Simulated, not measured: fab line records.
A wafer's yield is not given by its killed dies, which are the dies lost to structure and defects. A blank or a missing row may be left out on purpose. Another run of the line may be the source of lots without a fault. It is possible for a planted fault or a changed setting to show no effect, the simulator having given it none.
Chamber matching :: flow sfqLine :: SFQ_TRILAYER_I3_VIA_ETCH_VIA_ETCH_088 on rieDiel-04 has 4 sister chambers
The step etches SiO2 in CHF3, stops on Nb, target depth 260 nm. 16 wafers are shown with their chamber, then 8 later ones without.

## WAFERS, EACH WITH ITS CHAMBER
wafer: L081.1
chamber: 0
oesProductAu (a.u.): 0.859

wafer: L081.2
chamber: 2
oesProductAu (a.u.): 0.856

wafer: L081.3
chamber: 1
oesProductAu (a.u.): 0.852

wafer: L081.4
chamber: 3
oesProductAu (a.u.): 0.859

wafer: L081.5
chamber: 0
oesProductAu (a.u.): 0.853

wafer: L081.6
chamber: 1
oesProductAu (a.u.): 0.847

wafer: L085.1
chamber: 3
oesProductAu (a.u.): 0.846

wafer: L085.2
chamber: 2
oesProductAu (a.u.): 0.844

wafer: L085.3
chamber: 1
oesProductAu (a.u.): 0.847

wafer: L085.4
chamber: 0
oesProductAu (a.u.): 0.844

wafer: L085.5
chamber: 3
oesProductAu (a.u.): 0.859

wafer: L085.6
chamber: 0
oesProductAu (a.u.): 0.847

wafer: L086.1
chamber: 0
oesProductAu (a.u.): 0.854

wafer: L086.2
chamber: 3
oesProductAu (a.u.): 0.856

wafer: L086.3
chamber: 1
oesProductAu (a.u.): 0.851

wafer: L086.4
chamber: 2
oesProductAu (a.u.): 0.856

SIGNATURES (averages over the wafers above)
reading: oesProductAu
chamber 0: 0.85140
chamber 1: 0.84925
chamber 2: 0.85200
chamber 3: 0.85500
scatter within a chamber: 0.00557
Rule: distance of a wafer from a chamber = root of the sum over the readings of ((wafer's reading minus chamber's mean) / reading's scatter) squared. If the next closest chamber is less than 2 further off than the closest, the wafer can't be placed; otherwise it belongs to the closest. How the scatter is found: for the shown wafers, subtract from each reading the mean of its chamber, square and add these, divide the total by (wafers less chambers), then take the root.

## WAFERS WHOSE CHAMBER IS MISSING
wafer: L086.5
oesProductAu (a.u.): 0.855

wafer: L086.6
oesProductAu (a.u.): 0.854

wafer: L087.1
oesProductAu (a.u.): 0.852

wafer: L087.2
oesProductAu (a.u.): 0.855

wafer: L087.3
oesProductAu (a.u.): 0.858

wafer: L087.4
oesProductAu (a.u.): 0.847

wafer: L087.5
oesProductAu (a.u.): 0.849

wafer: L087.6
oesProductAu (a.u.): 0.845

## EACH ONE'S CHAMBER
wafer: L086.5
from the rows above: can't be placed: 3 or 2 or 0 or 1
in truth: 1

wafer: L086.6
from the rows above: can't be placed: 3 or 2 or 0 or 1
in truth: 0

wafer: L087.1
from the rows above: can't be placed: 2 or 0 or 1 or 3
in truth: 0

wafer: L087.2
from the rows above: can't be placed: 3 or 2 or 0 or 1
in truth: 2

wafer: L087.3
from the rows above: can't be placed: 3 or 2 or 0 or 1
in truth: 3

wafer: L087.4
from the rows above: can't be placed: 1 or 0 or 2 or 3
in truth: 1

wafer: L087.5
from the rows above: can't be placed: 1 or 0 or 2 or 3
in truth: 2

wafer: L087.6
from the rows above: can't be placed: 1 or 0 or 2 or 3
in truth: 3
Correct placement for 0 of the 8. Not placeable from these rows: 8 (in 8, the candidates include the true chamber). Wrongly placed: 0.
